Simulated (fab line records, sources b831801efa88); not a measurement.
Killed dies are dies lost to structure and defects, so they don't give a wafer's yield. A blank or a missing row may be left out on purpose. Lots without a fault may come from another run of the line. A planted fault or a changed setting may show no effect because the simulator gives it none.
Which tool did it? | flow sky130 | 6 lots, 17 wafers sampled, at 2 steps of a route of 708

WHAT THE GAUGES READ, wafer by wafer
SKY_NWELL_RS_MEAS_29: measures by four-point-probe.
lot  | measured     | on            | NWELL_RS (ohm/sq)
L530 | day 6 03:14  | film_metro-03 | 628.0 625.0 626.3
L537 | day 7 14:14  | film_metro-02 | 682.3 621.1 683.3 620.4
L540 | day 8 07:50  | film_metro-02 | 622.2 684.3 622.7 622.0 683.5 623.3
L544 | day 9 06:47  | film_metro-02 | 623.5 624.7 624.7
L548 | day 10 11:21 | film_metro-02 | 622.8 623.0 622.3
L551 | day 11 00:26 | film_metro-02 | 624.6 625.2 624.3

WHICH TOOL RAN EACH LOT (tool, then ch and the chambers of the sampled wafers, then the start)
lot  | SKY_NWELL_IMPLANT_11
L530 | implanter-02 ch 0, day 5 07:59
L537 | implanter-02 ch 0, day 6 18:08
L540 | implanter-02 ch 0, day 7 11:02
L544 | implanter-04 ch 0, day 8 08:58
L548 | implanter-04 ch 0, day 9 12:12
L551 | implanter-03 ch 0, day 10 00:10
- SKY_NWELL_IMPLANT_11

THE ANSWER, worked out from the rows above alone
Rule: what is usual is taken from the lots themselves. Put in order of their means at a reading, lots are off if they are a third of the lots or fewer, leave a main group of 4 or more, and stand apart from it by a gap of 3 or more times the standard deviation of the main group's means; of several such gaps the widest counts. A main group whose means are all the same, to the digits that the tables above print for the reading, isn't used. A lot without any number at a reading at which 4 lots or more have one is off too. The other lots that the step has rows for count as sound.
Off: L537, L540, at SKY_NWELL_RS_MEAS_29 (NWELL_RS). The main group: mean 624.5 ohm/sq, standard deviation 1.3.
A tool fits if, at a process step before that reading, it ran every lot that is off, and no sound lot after the first of them. The gauges at SKY_NWELL_RS_MEAS_29 are tried like those tools. One fits: implanter-02 at SKY_NWELL_IMPLANT_11. Its last sound lot is L530 (day 5 07:59), its first lot that is off L537 (day 6 18:08): a fault that began between those two fits.

WHAT THE SIMULATOR HAD PUT IN
Process parameter drift: implanter-02, from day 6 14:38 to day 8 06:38, at SKY_NWELL_IMPLANT_11. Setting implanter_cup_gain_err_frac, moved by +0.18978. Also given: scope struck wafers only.
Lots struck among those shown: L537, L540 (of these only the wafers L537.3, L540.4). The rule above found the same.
